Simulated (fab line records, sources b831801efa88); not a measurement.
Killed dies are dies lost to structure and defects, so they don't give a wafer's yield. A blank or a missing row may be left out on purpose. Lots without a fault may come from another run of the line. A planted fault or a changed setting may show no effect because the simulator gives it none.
Problem report in the 8D (eight disciplines) form, filled by code | flow sky130 | the parts of the form that need people (team, actions taken, sign-off) are left out

1. THE PROBLEM
beam_on_s at SKY_LDD_N_IMPLANT_12 reads a mean of 13.80 s on 3 wafers of 3 lots; wafers without a fault read 10.00 s with a standard deviation of 0.18. That is +21 standard deviations from the usual mean.
First seen on wafer L598.4, day 21 06:22, on implanter-01. The record holds 18 wafers of 7 lots with a number at this step. Rule for "out", or "out of limits": more than 4 standard deviations from the usual mean. The other wafers with a number count as sound.

2. WHAT IT IS AND WHAT IT IS NOT
question                    | is                            | is not
which readings at this step | beam_on_s, faraday_current_uA | -
which lots                  | L598, L599, L601              | L591, L604, L606, L607
which wafers of those lots  | L598.4, L599.4, L601.4        | L598.2, L599.2, L601.2
read on which tools         | implanter-01                  | implanter-02, implanter-03
when                        | from day 21 06:22             | up to then (4 sound wafers); but 11 sound wafers of L599, L601, L604, L606, L607 came after

3. SUSPECTS, AND WHAT RULES EACH OUT
Counting: a tool at a process step up to the reading stays a suspect if it ran every lot that is out. Sound lots after the first of them don't rule it out here, since some wafers of a struck lot are sound.
- implanter-01 at SKY_LDD_N_IMPLANT_12: kept. It ran every lot that is out, first L598 (day 21 06:22); its last sound lot up to then is L591 (day 18 10:51). Its own readings are out on those wafers: beam_on_s, faraday_current_uA.
Left after counting: implanter-01 at SKY_LDD_N_IMPLANT_12.

4. THE CAUSE (what the simulator had put in)
Process parameter drift: implanter-01, from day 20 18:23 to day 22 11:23, at SKY_LDD_N_IMPLANT_12. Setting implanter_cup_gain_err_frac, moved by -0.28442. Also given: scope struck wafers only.
Counting left only this tool.

5. THE CHAIN OF EFFECTS, in route order
Each row: a reading whose mean over the struck wafers that have a number lies more than 3 standard deviations from the usual. Only readings for which the record gives a usual standard deviation are gone through. hours: the time from each lot's start at the first step in this table that gives one to its start at this step, as a median over the lots. sigmas: the change in usual standard deviations.
hours | step                 | reading            | usual   | on struck wafers | change | sigmas
0     | SKY_LDD_N_IMPLANT_12 | beam_on_s          | 10.00 s | 13.80            | +3.80  | +21
0     | SKY_LDD_N_IMPLANT_12 | faraday_current_uA | 28.2    | 20.5             | -7.7   | -15
The process steps in it:
- SKY_LDD_N_IMPLANT_12
Later measuring or inspecting steps at which every struck wafer that the step has a row for has a number for every such reading, and none has moved that far: SKY_LDD_N_TW_MEAS_17, SKY_LDD_P_CD_MEAS_07, SKY_LDD_P_OVL_MEAS_08, SKY_LDD_P_TW_MEAS_11, SKY_LDD_HVN_OVL_MEAS_07, SKY_LDD_HVN_TW_MEAS_10, SKY_PASSIVATION_THK_MEAS_03.

6. WHAT WOULD HAVE CAUGHT IT SOONER
In this record the first reading out of limits was taken at day 21 06:22, 12 hours after the fault began at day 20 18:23.
